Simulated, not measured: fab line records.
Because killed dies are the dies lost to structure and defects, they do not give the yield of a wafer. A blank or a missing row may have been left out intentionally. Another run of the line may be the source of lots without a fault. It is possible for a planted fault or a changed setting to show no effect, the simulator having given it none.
Which of the tools did it? + flow gf180mcu + Sampling: 14 lots, 42 wafers, 4 of 602 route steps

## WHAT THE GAUGES READ, wafer by wafer
GF_STI_CD_MEAS_12: the cd target is 220 nm.
| lot  | measured    | on        | cd_nm (nm)        |
|------|-------------|-----------|-------------------|
| L929 | day 2 01:44 | cd_sem-02 | 220.6 220.0 220.8 |
| L932 | day 2 16:47 | cd_sem-02 | 220.5 221.3 221.4 |
| L933 | day 2 22:11 | cd_sem-01 | 220.5 221.7 219.6 |
| L935 | day 3 08:25 | cd_sem-01 | 217.8 218.2 218.3 |
| L936 | day 3 13:07 | cd_sem-01 | 222.0 220.0 221.5 |
| L938 | day 3 23:28 | cd_sem-02 | 218.8 219.0 219.4 |
| L939 | day 4 04:25 | cd_sem-02 | 221.3 220.9 221.0 |
| L942 | day 4 19:53 | cd_sem-01 | 221.2 221.7 221.5 |
| L943 | day 5 02:06 | cd_sem-02 | 218.9 219.1 219.2 |
| L946 | day 5 15:47 | cd_sem-01 | 221.7 220.2 221.6 |
| L949 | day 6 08:01 | cd_sem-01 | 218.8 219.0 218.4 |
| L950 | day 6 13:32 | cd_sem-02 | 221.7 222.0 222.6 |
| L951 | day 6 18:43 | cd_sem-02 | 221.4 219.6 219.2 |
| L952 | day 6 23:19 | cd_sem-01 | 221.4 221.6 222.6 |

GF_STI_THK_MEAS_24.
| lot  | measured    | on            | STI_CVD_23_THK (nm) |
|------|-------------|---------------|---------------------|
| L929 | day 2 03:47 | film_metro-02 | 659 658 663         |
| L932 | day 2 18:47 | film_metro-03 | 651 656 663         |
| L933 | day 3 00:11 | film_metro-03 | 651 658 671         |
| L935 | day 3 10:24 | film_metro-02 | 668 667 663         |
| L936 | day 3 15:07 | film_metro-03 | 656 656 661         |
| L938 | day 4 01:51 | film_metro-02 | 651 667 654         |
| L939 | day 4 06:24 | film_metro-03 | 651 657 654         |
| L942 | day 4 21:52 | film_metro-04 | 660 652 662         |
| L943 | day 5 04:04 | film_metro-03 | 654 651 647         |
| L946 | day 5 17:56 | film_metro-02 | 650 654 669         |
| L949 | day 6 10:01 | film_metro-03 | 658 653 662         |
| L950 | day 6 15:31 | film_metro-04 | 649 652 648         |
| L951 | day 6 20:43 | film_metro-03 | 651 657 651         |
| L952 | day 7 02:03 | film_metro-04 | 650 654 653         |

GF_MVSD_OVL_MEAS_07.
| lot  | measured    | on         | MVSD_OVL (nm)  |
|------|-------------|------------|----------------|
| L929 | day 4 10:58 | overlay-01 | 0.8 0.2 0.5    |
| L932 | day 5 03:46 | overlay-02 | -1.4 0.0 -1.4  |
| L933 | day 5 10:55 | overlay-01 | -1.1 0.1 0.6   |
| L935 | day 5 19:44 | overlay-02 | -2.6 -2.6 -1.2 |
| L936 | day 6 02:08 | overlay-02 | 2.5 2.5 1.4    |
| L938 | day 6 14:49 | overlay-01 | 1.3 2.1 1.1    |
| L939 | day 6 19:13 | overlay-02 | 1.6 1.8 0.0    |
| L942 | day 7 13:07 | overlay-01 | 0.4 -0.1 -0.2  |
| L943 | day 7 20:38 | overlay-01 | -2.8 -1.1 -1.8 |
| L946 | day 8 11:34 | overlay-01 | -1.8 -1.2 -1.0 |
| L949 | day 9 04:50 | overlay-01 | -0.4 0.7 -1.1  |
| L950 | day 9 11:08 | overlay-01 | 0.7 -0.7 0.7   |
| L951 | day 9 16:55 | overlay-02 | -0.6 1.4 0.2   |
| L952 | day 9 22:55 | overlay-02 | 1.5 1.7 1.6    |

## WHICH TOOL RAN EACH LOT (tool, then ch and the chambers of the sampled wafers, then the start)
| lot  | GF_NWELL_IMPLANT_09            |
|------|--------------------------------|
| L929 | implanter-01 ch 0, day 3 07:34 |
| L932 | implanter-03 ch 0, day 3 23:56 |
| L933 | implanter-02 ch 0, day 4 06:22 |
| L935 | implanter-03 ch 0, day 4 15:22 |
| L936 | implanter-02 ch 0, day 4 21:30 |
| L938 | implanter-02 ch 0, day 5 08:22 |
| L939 | implanter-03 ch 0, day 5 13:19 |
| L942 | implanter-01 ch 0, day 6 06:14 |
| L943 | implanter-03 ch 0, day 6 12:51 |
| L946 | implanter-02 ch 0, day 7 02:43 |
| L949 | implanter-02 ch 0, day 7 20:02 |
| L950 | implanter-01 ch 0, day 8 02:19 |
| L951 | implanter-01 ch 0, day 8 06:54 |
| L952 | implanter-02 ch 0, day 8 13:08 |
- GF_NWELL_IMPLANT_09

## WHAT THE TOOLS THEMSELVES READ (means of the sampled wafers that have a number; where no wafer has one, the mark that the record gives instead)
GF_NWELL_IMPLANT_09.
| lot  | tool         | beam_energy_keV |
|------|--------------|-----------------|
| L929 | implanter-01 | 160.04          |
| L932 | implanter-03 | 160.02          |
| L933 | implanter-02 | 160.00          |
| L935 | implanter-03 | 160.01          |
| L936 | implanter-02 | 160.02          |
| L938 | implanter-02 | 160.09          |
| L939 | implanter-03 | 181.34          |
| L942 | implanter-01 | 160.00          |
| L943 | implanter-03 | 181.36          |
| L946 | implanter-02 | 159.99          |
| L949 | implanter-02 | 159.99          |
| L950 | implanter-01 | 160.05          |
| L951 | implanter-01 | 160.03          |
| L952 | implanter-02 | 160.06          |

## THE ANSWER, worked out from the rows above alone
Rule: what is usual is taken from the lots themselves. The widest of any qualifying gaps counts: lots, ordered by their means at a reading, are off when they make up no more than a third of the lots, leave a main group of 4 or more, and stand apart from it by 3 or more times the standard deviation of that group's means. A main group whose means are all the same, to the digits that the tables above print for the reading, isn't used. A lot without any number at a reading at which 4 lots or more have one is off too. Where the step has rows for the other lots, those lots are counted as sound. After the gauges, taken in route order, come the tools' own readings; for these a lot's mean is taken, as printed above. The first step at which some lot is off is used, and at that step the reading that is off furthest; a lot without a number counts as furthest.
Off at GF_NWELL_IMPLANT_09 (beam_energy_keV): L939, L943. Main group: mean 160.03, sd 0.029.
If a tool, at that step or one of the process steps before it, ran each lot that is off and ran no sound lot following the first of them, it fits. One fits: GF_NWELL_IMPLANT_09 on implanter-03. Its last sound lot is L935 (day 4 15:22), its first lot that is off L939 (day 5 13:19): a fault that began between those two fits.
The tool's own readings at GF_NWELL_IMPLANT_09 bear it out: on the lots that are off they differ by more than 5 times the standard deviation of the sound lots' means. beam_energy_keV reads 181.35 there against 160.03 on the sound lots.

## WHAT THE SIMULATOR HAD PUT IN
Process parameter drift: implanter-03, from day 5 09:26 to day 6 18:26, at GF_NWELL_IMPLANT_09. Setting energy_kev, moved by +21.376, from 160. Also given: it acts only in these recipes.
Lots struck among those shown: L939, L943. The rule given above showed the same thing.
